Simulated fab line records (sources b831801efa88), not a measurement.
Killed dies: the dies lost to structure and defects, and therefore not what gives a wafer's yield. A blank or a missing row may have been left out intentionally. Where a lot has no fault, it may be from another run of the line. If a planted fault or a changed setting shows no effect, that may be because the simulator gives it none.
The same fault as seen by 2 desks | flow gf180mcu | every desk sees just its own numbers, and what lay behind them comes last

## FOR THE TOOL OWNER'S DESK: rieDiel-01
The tool's own readings at GF_HV_LDD_ETCHBACK_58 (etches Si3N4 in CH3F/O2, stops on SiO2, time 100 s, target depth 90 nm): means of the sampled wafers that have a number, for each lot that ran on this tool. The brackets show how far a lot's mean lies from the usual mean; more than 4 standard deviations puts the lot out of limits, marked OUT.
Columns: A = drypumpMotorCurrentA at GF_HV_LDD_ETCHBACK_58, usual 5.7 A; B = oesProductAu at GF_HV_LDD_ETCHBACK_58, usual 0.844 a.u.; C = runLengthS at GF_HV_LDD_ETCHBACK_58, usual 128.5 s; D = throttleValvePct at GF_HV_LDD_ETCHBACK_58, usual 10.560 %
lot  | first seen here | A   | B                | C                | D
L815 | day 12 21:47    | 5.7 | 0.846            | 128.0            | 10.555
L817 | day 13 12:59    | 5.9 | 0.843            | 128.2            | 10.552
L818 | day 13 22:11    | 6.1 | 0.844            | 128.6            | 10.556
L820 | day 14 09:50    | 5.9 | 0.841            | 128.0            | 10.559
L823 | day 15 10:29    | 5.8 | 0.851            | 128.2            | 10.554
L826 | day 16 10:32    | 6.1 | 0.839            | 128.6            | 10.569
L827 | day 16 19:53    | 6.0 | 0.847            | 128.6            | 10.555
L828 | day 17 03:58    | 5.9 | 0.884 (+6.7) OUT | 123.7 (-8.5) OUT | 10.568
L829 | day 17 12:11    | 5.9 | 0.886 (+7.0) OUT | 124.1 (-7.7) OUT | 10.581
This desk's finding: out of limits on L828, L829; first on L828, day 17 03:58 (oesProductAu at GF_HV_LDD_ETCHBACK_58). In limits: L815, L817, L818, L820, L823, L826, L827.

## THE METROLOGY DESK
Means of the sampled wafers that have a number, per lot and without regard to the tool the lot ran on: this is what the gauges read. The brackets show how far a lot's mean lies from the usual mean; more than 4 standard deviations puts the lot out of limits, marked OUT.
Columns: A = HV_LDD_OVL at GF_HV_LDD_OVL_MEAS_08, usual -1.3 nm; B = HV_LDD_01_OVL at GF_HV_LDD_OVL_MEAS_20, usual -0.2 nm; C = cdNm at GF_HV_LDD_CD_MEAS_46, usual 399.5 nm
lot  | first seen here | A    | B    | C
L815 | day 10 09:44    | -1.8 | -0.1 | 399.9
L816 | day 10 14:47    | -1.3 | -1.3 | 398.8
L817 | day 10 22:53    | -0.2 | 0.6  | 399.3
L818 | day 11 06:44    | -1.0 | 1.6  | 398.8
L819 | day 11 14:17    | -0.6 | -0.2 | 397.0
L820 | day 11 16:56    | -3.2 | 1.1  | 400.2
L821 | day 12 05:26    | 0.1  | 0.9  | 400.5
L823 | day 12 15:58    | -0.8 | -1.9 | 403.3
L825 | day 13 06:37    | -2.4 | 0.0  | 398.2
L826 | day 13 14:23    | -0.4 | -3.0 | 396.6
L827 | day 13 22:50    | -0.3 | 1.5  | 401.9
L828 | day 14 04:46    | -2.2 | -1.0 | 398.1
L829 | day 14 12:38    | -2.3 | -2.0 | 398.0
L830 | day 14 23:40    | -1.8 | -1.0 | 399.2
Result from this desk: across the 14 lots, nothing is out of limits.

## TAKEN TOGETHER
At day 17 03:58, on L828, L829, the tool owner's desk was in a position to raise an alarm.
From the metrology desk's view, nothing was out of limits.
The metrology desk has L828, L829 on record, within its limits.
Every lot named ran GF_HV_LDD_ETCHBACK_58 on rieDiel-01.

## WHAT THE SIMULATOR HAD INSERTED
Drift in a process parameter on rieDiel-01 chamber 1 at GF_HV_LDD_ETCHBACK_58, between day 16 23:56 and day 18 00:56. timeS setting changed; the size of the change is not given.
Struck lots among those shown: L828, L829.
Time in hours from fault onset to the first out-of-limits reading at each desk: the tool owner's desk, 4.
